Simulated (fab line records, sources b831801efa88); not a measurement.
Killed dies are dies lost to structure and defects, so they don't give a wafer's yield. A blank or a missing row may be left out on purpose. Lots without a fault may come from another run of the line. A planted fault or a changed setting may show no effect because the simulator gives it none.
Chamber matching | flow sfq_line | SFQ_TRILAYER_I4_CMP_CMP_100 on cmp-01: 4 sister chambers
The step polishes SiO2. 4 wafers are shown with their chamber, then 8 later ones without.

WAFERS WITH THEIR CHAMBER
wafer  | chamber | motor_current_A (A)
L780.1 | 0       | 11.4
L780.4 | 2       | 9.1
L780.6 | 3       | 12.6
L786.3 | 1       | 9.7

WAFERS WITHOUT THEIR CHAMBER
wafer  | motor_current_A (A)
L786.1 | 10.7
L786.6 | 9.9
L787.1 | 10.9
L787.4 | 12.1
L787.5 | 11.1
L788.3 | 9.4
L788.1 | 11.1
L788.2 | 10.5

WHICH CHAMBER EACH WENT THROUGH
wafer  | from the rows above          | in truth
L786.1 | can't be placed: 0 or 1 or 2 | 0
L786.6 | can't be placed: 1 or 2      | 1
L787.1 | can't be placed: 0 or 1      | 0
L787.4 | can't be placed: 3 or 0      | 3
L787.5 | 0                            | 0
L788.3 | can't be placed: 1 or 2      | 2
L788.1 | 0                            | 0
L788.2 | can't be placed: 1 or 0 or 2 | 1
Placed correctly: 2 of 8. Can't be placed from these rows: 6 (the true chamber is among the candidates in 6). Placed wrongly: 0.
How it was worked out, from the rows above alone: a wafer's distance from a chamber is the root of the sum, over the readings, of the square of ((its reading less the chamber's mean) divided by the reading's scatter). The wafer belongs to the nearest chamber; if the next one is less than 2 further off, it can't be placed. A chamber's mean is the mean of its shown wafers. The scatter: with one shown wafer a chamber, the root of the mean of the squares of how far each hidden wafer lies from its nearest shown one.
